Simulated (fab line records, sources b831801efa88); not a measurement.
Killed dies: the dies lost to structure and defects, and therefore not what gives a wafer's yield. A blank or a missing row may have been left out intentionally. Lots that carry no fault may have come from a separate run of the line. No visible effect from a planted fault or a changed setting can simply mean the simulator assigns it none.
What tool caused it? :: flow gf180mcu :: 42 wafers from 14 lots sampled at 5 of the route's 602 steps

== WHAT EACH GAUGE READ, for each wafer ==
GF_M4_RS_MEAS_05: uses a four-point probe to measure. Usual: M4_ALCU_RS gives 0.0695 ohm/sq (standard deviation 0.00083).
lot: L165
measured: day 22 23:14
on: film_metro-02
M4_ALCU_RS (ohm/sq): 0.0700 0.0686 0.0679
flag: 

lot: L166
measured: day 23 02:38
on: film_metro-02
M4_ALCU_RS (ohm/sq): 0.0704 0.0697 0.0703
flag: 

lot: L167
measured: day 23 18:14
on: film_metro-03
M4_ALCU_RS (ohm/sq): 0.0691 0.0691 0.0689
flag: 

lot: L168
measured: day 24 00:29
on: film_metro-03
M4_ALCU_RS (ohm/sq): 0.0698 0.0702 0.0695
flag: 

lot: L170
measured: day 24 15:44
on: film_metro-03
M4_ALCU_RS (ohm/sq): 0.0704 0.0708 0.0689
flag: 

lot: L171
measured: day 25 00:52
on: film_metro-02
M4_ALCU_RS (ohm/sq): 0.0693 0.0691 0.0694
flag: 

lot: L175
measured: day 26 14:38
on: film_metro-01
M4_ALCU_RS (ohm/sq): 0.0688 0.0689 0.0692
flag: 

lot: L177
measured: day 26 22:53
on: film_metro-02
M4_ALCU_RS (ohm/sq): 0.0697 0.0707 0.0689
flag: 

lot: L179
measured: day 27 09:19
on: film_metro-01
M4_ALCU_RS (ohm/sq): 0.0699 0.0706 0.0700
flag: 

lot: L181
measured: day 28 01:37
on: film_metro-03
M4_ALCU_RS (ohm/sq): 0.0701 0.0699 0.0693
flag: 

lot: L183
measured: day 28 15:13
on: film_metro-03
M4_ALCU_RS (ohm/sq): 0.0710 0.0690 0.0691
flag: 

lot: L184
measured: day 28 23:06
on: film_metro-02
M4_ALCU_RS (ohm/sq): 0.0690 0.0690 0.0693
flag: 

lot: L186
measured: day 29 12:20
on: film_metro-02
M4_ALCU_RS (ohm/sq): 0.0690 0.0695 0.0711
flag: 

lot: L187
measured: day 29 18:48
on: film_metro-02
M4_ALCU_RS (ohm/sq): 0.0689 0.0683 0.0679
flag: 

GF_V4_BOW_MEAS_05. Usual: V4_BOW gives 137 um (standard deviation 9.4).
lot: L165
measured: day 23 22:26
on: film_metro-04
V4_BOW (um): 131 143 142
flag: 

lot: L166
measured: day 24 02:15
on: film_metro-02
V4_BOW (um): 130 138 128
flag: 

lot: L167
measured: day 24 18:26
on: film_metro-02
V4_BOW (um): 143 148 138
flag: 

lot: L168
measured: day 25 00:02
on: film_metro-01
V4_BOW (um): 149 143 149
flag: 

lot: L170
measured: day 25 13:51
on: film_metro-01
V4_BOW (um): 131 129 138
flag: 

lot: L171
measured: day 25 23:50
on: film_metro-04
V4_BOW (um): 127 124 126
flag: 

lot: L175
measured: day 27 12:40
on: film_metro-04
V4_BOW (um): 147 140 145
flag: 

lot: L177
measured: day 27 20:11
on: film_metro-04
V4_BOW (um): 131 140 134
flag: 

lot: L179
measured: day 28 06:22
on: film_metro-04
V4_BOW (um): 134 129 129
flag: 

lot: L181
measured: day 28 21:49
on: film_metro-01
V4_BOW (um): 122 137 117
flag: 

lot: L183
measured: day 29 11:41
on: film_metro-01
V4_BOW (um): 154 158 152
flag: 

lot: L184
measured: day 29 19:34
on: film_metro-01
V4_BOW (um): 126 134 126
flag: 

lot: L186
measured: day 30 08:29
on: film_metro-04
V4_BOW (um): 142 131 130
flag: 

lot: L187
measured: day 30 14:28
on: film_metro-04
V4_BOW (um): 119 131 123
flag: 

== EACH LOT AND THE TOOL THAT RAN IT (in order: tool; ch and the chambers of the sampled wafers; start) ==
lot: L165
GF_V3_CVD_23: cvd_w-01 ch 0,1, day 22 22:25
GF_M4_METAL_ETCH_16: rie_metal-03 ch 0,1, day 23 21:13
GF_M4_STRIP_17: plasma_asher-01 ch 0,1, day 23 21:21

lot: L166
GF_V3_CVD_23: cvd_w-02 ch 0,1, day 23 01:49
GF_M4_METAL_ETCH_16: rie_metal-02 ch 1, day 24 00:54
GF_M4_STRIP_17: plasma_asher-04 ch 0,1, day 24 01:10

lot: L167
GF_V3_CVD_23: cvd_w-01 ch 0,1, day 23 17:23
GF_M4_METAL_ETCH_16: rie_metal-03 ch 1, day 24 16:41
GF_M4_STRIP_17: plasma_asher-02 ch 0,1, day 24 16:55

lot: L168
GF_V3_CVD_23: cvd_w-02 ch 1, day 23 23:34
GF_M4_METAL_ETCH_16: rie_metal-02 ch 0, day 24 22:39
GF_M4_STRIP_17: plasma_asher-04 ch 0,1, day 24 22:55

lot: L170
GF_V3_CVD_23: cvd_w-02 ch 0,1, day 24 14:55
GF_M4_METAL_ETCH_16: rie_metal-01 ch 1, day 25 12:30
GF_M4_STRIP_17: plasma_asher-01 ch 0,1, day 25 12:46

lot: L171
GF_V3_CVD_23: cvd_w-02 ch 0,1, day 24 23:43
GF_M4_METAL_ETCH_16: rie_metal-03 ch 0,1, day 25 21:51
GF_M4_STRIP_17: plasma_asher-04 ch 0,1, day 25 22:01

lot: L175
GF_V3_CVD_23: cvd_w-02 ch 0,1, day 26 13:49
GF_M4_METAL_ETCH_16: rie_metal-03 ch 0,1, day 27 11:27
GF_M4_STRIP_17: plasma_asher-02 ch 0,1, day 27 11:35

lot: L177
GF_V3_CVD_23: cvd_w-01 ch 0,1, day 26 22:04
GF_M4_METAL_ETCH_16: rie_metal-02 ch 0,1, day 27 18:54
GF_M4_STRIP_17: plasma_asher-04 ch 0,1, day 27 19:02

lot: L179
GF_V3_CVD_23: cvd_w-02 ch 0,1, day 27 08:31
GF_M4_METAL_ETCH_16: rie_metal-03 ch 0,1, day 28 05:09
GF_M4_STRIP_17: plasma_asher-02 ch 0,1, day 28 05:17

lot: L181
GF_V3_CVD_23: cvd_w-01 ch 0,1, day 28 00:48
GF_M4_METAL_ETCH_16: rie_metal-02 ch 0,1, day 28 20:33
GF_M4_STRIP_17: plasma_asher-02 ch 0,1, day 28 20:41

lot: L183
GF_V3_CVD_23: cvd_w-02 ch 0,1, day 28 14:23
GF_M4_METAL_ETCH_16: rie_metal-02 ch 0,1, day 29 10:26
GF_M4_STRIP_17: plasma_asher-01 ch 0,1, day 29 10:34

lot: L184
GF_V3_CVD_23: cvd_w-01 ch 0,1, day 28 22:16
GF_M4_METAL_ETCH_16: rie_metal-02 ch 0, day 29 18:19
GF_M4_STRIP_17: plasma_asher-01 ch 0,1, day 29 18:26

lot: L186
GF_V3_CVD_23: cvd_w-01 ch 0,1, day 29 11:32
GF_M4_METAL_ETCH_16: rie_metal-01 ch 0,1, day 30 07:16
GF_M4_STRIP_17: plasma_asher-02 ch 0,1, day 30 07:23

lot: L187
GF_V3_CVD_23: cvd_w-02 ch 0,1, day 29 17:59
GF_M4_METAL_ETCH_16: rie_metal-02 ch 0,1, day 30 13:15
GF_M4_STRIP_17: plasma_asher-01 ch 0,1, day 30 13:23
- GF_V3_CVD_23: deposits W, target thk 350 nm, time 104.9 s.
- GF_M4_METAL_ETCH_16: etches the open film in Cl2/BCl3, stops on SiO2, target depth 750.8 nm, time 125.1 s.
- GF_M4_STRIP_17: strips in O2/N2.

== WHAT THE TOOLS THEMSELVES READ (means of the sampled wafers that have a number; where no wafer has one, the mark that the record gives instead) ==
GF_V3_CVD_23. Usual: heater_power_w at 874 W, with a standard deviation of 46.
lot: L165
tool: cvd_w-01
heater_power_w (W): 902
flag: 

lot: L166
tool: cvd_w-02
heater_power_w (W): 865
flag: 

lot: L167
tool: cvd_w-01
heater_power_w (W): 895
flag: 

lot: L168
tool: cvd_w-02
heater_power_w (W): 838
flag: 

lot: L170
tool: cvd_w-02
heater_power_w (W): 869
flag: 

lot: L171
tool: cvd_w-02
heater_power_w (W): 854
flag: 

lot: L175
tool: cvd_w-02
heater_power_w (W): 850
flag: 

lot: L177
tool: cvd_w-01
heater_power_w (W): 912
flag: 

lot: L179
tool: cvd_w-02
heater_power_w (W): 882
flag: 

lot: L181
tool: cvd_w-01
heater_power_w (W): 915
flag: 

lot: L183
tool: cvd_w-02
heater_power_w (W): 871
flag: 

lot: L184
tool: cvd_w-01
heater_power_w (W): 871
flag: 

lot: L186
tool: cvd_w-01
heater_power_w (W): 883
flag: 

lot: L187
tool: cvd_w-02
heater_power_w (W): 877
flag: 

GF_M4_METAL_ETCH_16. Usual: drypump_motor_current_A 6.0 A, standard deviation 0.34; oes_product_au 0.991 a.u., standard deviation 0.0072; throttle_valve_pct 28.229 %, standard deviation 0.012.
lot: L165
tool: rie_metal-03
drypump_motor_current_A (A): 5.9
oes_product_au (a.u.): 0.993
throttle_valve_pct (%): 28.218
flag: 

lot: L166
tool: rie_metal-02
drypump_motor_current_A (A): 6.7
oes_product_au (a.u.): 0.994
throttle_valve_pct (%): 28.221
flag: 

lot: L167
tool: rie_metal-03
drypump_motor_current_A (A): 6.0
oes_product_au (a.u.): 0.984
throttle_valve_pct (%): 28.236
flag: 

lot: L168
tool: rie_metal-02
drypump_motor_current_A (A): 5.8
oes_product_au (a.u.): 0.992
throttle_valve_pct (%): 28.231
flag: 

lot: L170
tool: rie_metal-01
drypump_motor_current_A (A): 5.6
oes_product_au (a.u.): 0.994
throttle_valve_pct (%): 28.222
flag: 

lot: L171
tool: rie_metal-03
drypump_motor_current_A (A): 5.9
oes_product_au (a.u.): 0.984
throttle_valve_pct (%): 28.232
flag: 

lot: L175
tool: rie_metal-03
drypump_motor_current_A (A): 5.9
oes_product_au (a.u.): 0.901
throttle_valve_pct (%): 28.327
flag: OFF

lot: L177
tool: rie_metal-02
drypump_motor_current_A (A): 6.1
oes_product_au (a.u.): 0.988
throttle_valve_pct (%): 28.229
flag: 

lot: L179
tool: rie_metal-03
drypump_motor_current_A (A): 5.9
oes_product_au (a.u.): 0.944
throttle_valve_pct (%): 28.281
flag: OFF

lot: L181
tool: rie_metal-02
drypump_motor_current_A (A): 6.1
oes_product_au (a.u.): 0.990
throttle_valve_pct (%): 28.230
flag: 

lot: L183
tool: rie_metal-02
drypump_motor_current_A (A): 6.1
oes_product_au (a.u.): 0.997
throttle_valve_pct (%): 28.229
flag: 

lot: L184
tool: rie_metal-02
drypump_motor_current_A (A): 5.8
oes_product_au (a.u.): 0.994
throttle_valve_pct (%): 28.229
flag: 

lot: L186
tool: rie_metal-01
drypump_motor_current_A (A): 5.7
oes_product_au (a.u.): 0.995
throttle_valve_pct (%): 28.226
flag: 

lot: L187
tool: rie_metal-02
drypump_motor_current_A (A): 6.1
oes_product_au (a.u.): 0.995
throttle_valve_pct (%): 28.230
flag: 

GF_M4_STRIP_17. Usual: drypump_motor_current_A 5.5 A, standard deviation 0.44; heater_power_w 329 W, standard deviation 11; oes_product_au 0.538 a.u., standard deviation 0.0057; strip_time_to_endpoint_s 7.38 s, standard deviation 0.081.
lot: L165
tool: plasma_asher-01
drypump_motor_current_A (A): 5.5
heater_power_w (W): 317
oes_product_au (a.u.): 0.536
strip_time_to_endpoint_s (s): 7.37
flag: 

lot: L166
tool: plasma_asher-04
drypump_motor_current_A (A): 5.9
heater_power_w (W): 344
oes_product_au (a.u.): 0.534
strip_time_to_endpoint_s (s): 7.36
flag: 

lot: L167
tool: plasma_asher-02
drypump_motor_current_A (A): 5.2
heater_power_w (W): 315
oes_product_au (a.u.): 0.541
strip_time_to_endpoint_s (s): 7.46
flag: 

lot: L168
tool: plasma_asher-04
drypump_motor_current_A (A): 5.6
heater_power_w (W): 339
oes_product_au (a.u.): 0.541
strip_time_to_endpoint_s (s): 7.45
flag: 

lot: L170
tool: plasma_asher-01
drypump_motor_current_A (A): 5.5
heater_power_w (W): 328
oes_product_au (a.u.): 0.537
strip_time_to_endpoint_s (s): 7.31
flag: 

lot: L171
tool: plasma_asher-04
drypump_motor_current_A (A): 5.9
heater_power_w (W): 344
oes_product_au (a.u.): 0.537
strip_time_to_endpoint_s (s): 7.46
flag: 

lot: L175
tool: plasma_asher-02
drypump_motor_current_A (A): 5.2
heater_power_w (W): 323
oes_product_au (a.u.): 0.557
strip_time_to_endpoint_s (s): 7.84
flag: OFF

lot: L177
tool: plasma_asher-04
drypump_motor_current_A (A): 5.6
heater_power_w (W): 337
oes_product_au (a.u.): 0.534
strip_time_to_endpoint_s (s): 7.39
flag: 

lot: L179
tool: plasma_asher-02
drypump_motor_current_A (A): 5.2
heater_power_w (W): 325
oes_product_au (a.u.): 0.550
strip_time_to_endpoint_s (s): 7.68
flag: OFF

lot: L181
tool: plasma_asher-02
drypump_motor_current_A (A): 5.2
heater_power_w (W): 324
oes_product_au (a.u.): 0.533
strip_time_to_endpoint_s (s): 7.35
flag: 

lot: L183
tool: plasma_asher-01
drypump_motor_current_A (A): 5.5
heater_power_w (W): 328
oes_product_au (a.u.): 0.534
strip_time_to_endpoint_s (s): 7.29
flag: 

lot: L184
tool: plasma_asher-01
drypump_motor_current_A (A): 5.5
heater_power_w (W): 322
oes_product_au (a.u.): 0.527
strip_time_to_endpoint_s (s): 7.34
flag: 

lot: L186
tool: plasma_asher-02
drypump_motor_current_A (A): 5.6
heater_power_w (W): 325
oes_product_au (a.u.): 0.540
strip_time_to_endpoint_s (s): 7.36
flag: 

lot: L187
tool: plasma_asher-01
drypump_motor_current_A (A): 5.5
heater_power_w (W): 324
oes_product_au (a.u.): 0.532
strip_time_to_endpoint_s (s): 7.32
flag: 

== THE ANSWER, worked out from the rows above alone ==
Rule: take the mean of a lot's wafers that have a number; if it is more than 3 standard deviations from the usual mean, the lot is off. A lot without any number at a reading at which 4 lots or more have one is off too. All remaining lots with rows at the step are treated as sound. Order of review: gauges by route order, followed by the tools' own readings, for which a lot's mean as printed above is used. At the first step where some lot is off, the reading lying furthest off is the one used; lots without a number count as furthest.
Off, at GF_M4_METAL_ETCH_16 on oes_product_au: L175, L179.
A tool fits if, at that step or a process step before it, it ran every lot that is off, and no sound lot after the first of them. One fits: GF_M4_METAL_ETCH_16 on rie_metal-03. Its last sound lot is L171 (day 25 21:51), its first lot that is off L175 (day 27 11:27): a fault that began between those two fits.
The tool's own readings at GF_M4_METAL_ETCH_16 bear it out: on the lots that are off they differ by more than 5 times the standard deviation of the sound lots' means. oes_product_au reads 0.922 a.u. there against 0.992 a.u. on the sound lots; throttle_valve_pct reads 28.304 % there against 28.228 % on the sound lots.

== WHAT THE SIMULATOR PUT IN ==
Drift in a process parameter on rie_metal-03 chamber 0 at GF_M4_METAL_ETCH_16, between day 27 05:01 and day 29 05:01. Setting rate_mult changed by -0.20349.
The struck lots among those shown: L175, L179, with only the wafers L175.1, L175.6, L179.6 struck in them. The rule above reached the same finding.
